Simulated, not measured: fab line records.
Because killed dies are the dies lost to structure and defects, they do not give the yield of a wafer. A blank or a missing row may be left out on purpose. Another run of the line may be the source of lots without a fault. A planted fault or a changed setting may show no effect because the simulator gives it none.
What tool caused it? ; flow gf180mcu ; 36 wafers from 12 lots sampled at 5 of the route's 602 steps

## WHAT THE GAUGES SHOWED, per wafer
GF_M4_CD_MEAS_14 targets a cd of 280 nm.
lot;measured;on;cdNm (nm)
L303;day 23 20:23;cdSem-01;276.5 276.9 278.2
L304;day 24 00:12;cdSem-01;279.6 280.4 281.0
L305;day 24 16:36;cdSem-01;280.4 280.8 279.7
L307;day 25 11:51;cdSem-01;281.6 280.7 282.8
L306;day 25 13:17;cdSem-02;278.0 279.5 278.1
L308;day 26 18:43;cdSem-02;279.2 280.2 278.8
L310;day 26 22:58;cdSem-01;277.6 277.0 276.7
L311;day 27 06:54;cdSem-01;280.6 281.0 279.5
L314;day 27 22:28;cdSem-02;278.7 279.4 279.0
L315;day 28 01:49;cdSem-01;280.5 279.6 280.1
L322;day 29 15:09;cdSem-02;280.7 280.8 280.8
L323;day 30 03:38;cdSem-01;279.4 279.8 278.8

GF_V4_THK_MEAS_01.
lot;measured;on;V4_CVD_00_THK (nm)
L303;day 23 21:16;filmMetro-03;591 606 600
L304;day 24 01:05;filmMetro-02;605 603 606
L305;day 24 17:31;filmMetro-04;604 604 606
L307;day 25 12:44;filmMetro-04;604 595 601
L306;day 25 14:11;filmMetro-02;603 603 604
L308;day 26 19:37;filmMetro-04;599 596 599
L310;day 26 23:53;filmMetro-04;602 602 601
L311;day 27 07:48;filmMetro-03;592 601 600
L314;day 27 23:21;filmMetro-02;607 603 609
L315;day 28 02:42;filmMetro-04;608 598 595
L322;day 29 16:03;filmMetro-04;305 603 609
L323;day 30 04:31;filmMetro-04;607 303 603

## EACH LOT AND THE TOOL THAT RAN IT (in order: tool; ch and the chambers of the sampled wafers; start)
lot;GF_V3_ETCH_17;GF_V3_CMP_26;GF_V4_CVD_00
L303;rieDiel-04 ch 1,2,3, day 22 20:15 or earlier;cmp-01 ch 1,2, day 22 20:15;hdpcvd-02 ch 0,1,2, day 23 21:10
L304;rieDiel-04 ch 2,3, day 23 00:52 or earlier;cmp-01 ch 0,2, day 23 00:52;hdpcvd-02 ch 0,2, day 24 01:01
L305;rieDiel-03 ch 1,2,3, day 23 18:06 or earlier;cmp-02 ch 1,3, day 23 18:06;hdpcvd-02 ch 0,1,2, day 24 17:27
L307;rieDiel-04 ch 1,2,3, day 24 13:37 or earlier;cmp-01 ch 0,1,2, day 24 13:37;hdpcvd-01 ch 0,1,2, day 25 12:40
L306;rieDiel-01 ch 2,3, day 24 15:37 or earlier;cmp-01 ch 2,3, day 24 15:37;hdpcvd-02 ch 0,2, day 25 14:06
L308;rieDiel-04 ch 0,2,3, day 25 21:04 or earlier;cmp-01 ch 1,2,3, day 25 21:04;hdpcvd-02 ch 0,1,2, day 26 19:32
L310;rieDiel-03 ch 0,1,3, day 26 01:43 or earlier;cmp-02 ch 1,2,3, day 26 01:43;hdpcvd-02 ch 0,2, day 26 23:48
L311;rieDiel-03 ch 1,2,3, day 26 09:20 or earlier;cmp-02 ch 1,2,3, day 26 09:20;hdpcvd-01 ch 0,1,2, day 27 07:44
L314;rieDiel-01 ch 2,3, day 27 02:46 or earlier;cmp-01 ch 0,2, day 27 02:46;hdpcvd-02 ch 0,2, day 27 23:16
L315;rieDiel-01 ch 1,3, day 27 05:58 or earlier;cmp-02 ch 1,3, day 27 05:58;hdpcvd-02 ch 0,1,2, day 28 02:37
L322;rieDiel-04 ch 1,2, day 28 19:46 or earlier;cmp-02 ch 0,1,2, day 28 19:46;hdpcvd-02 ch 0,1,2, day 29 15:58
L323;rieDiel-04 ch 1,3, day 29 08:45 or earlier;cmp-01 ch 0,1,3, day 29 08:45;hdpcvd-02 ch 0,2, day 30 04:25
- GF_V3_ETCH_17: etches SiO2 in C4F8/O2/Ar, stops on TiN, target depth 635 nm.
- GF_V3_CMP_26: polishes, stops on SiO2, t overpolish 15 s, target thk 0 nm.
- GF_V4_CVD_00: deposits SiO2, target thk 600 nm, time 100 s.

## WHAT THE TOOLS THEMSELVES READ (means of the sampled wafers that have a number; where no wafer has one, the mark that the record gives instead)
GF_V3_ETCH_17.
lot;tool;chamberPressureMTorr (mTorr);oesProductAu (a.u.)
L303;rieDiel-04;39.98;0.849
L304;rieDiel-04;39.97;0.855
L305;rieDiel-03;39.98;0.859
L307;rieDiel-04;39.97;0.860
L306;rieDiel-01;39.99;0.851
L308;rieDiel-04;39.98;0.858
L310;rieDiel-03;40.00;0.857
L311;rieDiel-03;40.04;0.856
L314;rieDiel-01;39.93;0.856
L315;rieDiel-01;39.99;0.856
L322;rieDiel-04;40.00;0.850
L323;rieDiel-04;40.01;0.854

GF_V3_CMP_26.
lot;tool;motorCurrentA (A);overpolishRunS (s);timeToEndpointS (s)
L303;cmp-01;9.6;15.008;89
L304;cmp-01;10.5;15.000;82
L305;cmp-02;10.8;15.008;87
L307;cmp-01;10.2;15.004;87
L306;cmp-01;11.2;15.000;86
L308;cmp-01;11.0;15.003;88
L310;cmp-02;11.0;15.001;89
L311;cmp-02;11.0;15.008;90
L314;cmp-01;10.9;15.002;79
L315;cmp-02;10.4;14.993;86
L322;cmp-02;11.0;14.985;88
L323;cmp-01;10.6;14.999;88

GF_V4_CVD_00.
lot;tool;sih4FlowSccm (sccm)
L303;hdpcvd-02;59.97
L304;hdpcvd-02;60.10
L305;hdpcvd-02;60.06
L307;hdpcvd-01;59.91
L306;hdpcvd-02;59.91
L308;hdpcvd-02;59.95
L310;hdpcvd-02;60.26
L311;hdpcvd-01;60.17
L314;hdpcvd-02;60.00
L315;hdpcvd-02;60.03
L322;hdpcvd-02;50.08
L323;hdpcvd-02;50.15

## THE ANSWER, worked out from the rows above alone
Rule: usual is defined by the lots themselves. Put in order of their means at a reading, lots are off if they are a third of the lots or fewer, leave a main group of 4 or more, and stand apart from it by a gap of 3 or more times the standard deviation of the main group's means; of several such gaps the widest counts. A main group whose means are all the same, to the digits that the tables above print for the reading, isn't used. Also off: a lot with no number at a reading for which 4 or more lots have one. Any other lot the step has rows for is counted as sound. First the gauges in route order, then the tools' own readings, where a lot's mean is used as printed above. At the first step where some lot is off, the reading lying furthest off is the one used; lots without a number count as furthest.
Off: L322, L323, seen at GF_V4_THK_MEAS_01 (V4_CVD_00_THK). Mean 602 nm and standard deviation 2.9 in the main group.
A tool fits if, at a process step before that reading, it ran every lot that is off, and no sound lot after the first of them. Not tried: the gauges at GF_V4_THK_MEAS_01; whatever is off there is also off at GF_V4_CVD_00, on other tools, and gauge error can't account for it. Because GF_V3_ETCH_17 lacks a start for some lots, the hours and order of its lots are taken from GF_V3_CMP_26. Can't be told from this: 2 tools fit, rieDiel-04 at GF_V3_ETCH_17, hdpcvd-02 at GF_V4_CVD_00.

## WHAT THE SIMULATOR PUT IN
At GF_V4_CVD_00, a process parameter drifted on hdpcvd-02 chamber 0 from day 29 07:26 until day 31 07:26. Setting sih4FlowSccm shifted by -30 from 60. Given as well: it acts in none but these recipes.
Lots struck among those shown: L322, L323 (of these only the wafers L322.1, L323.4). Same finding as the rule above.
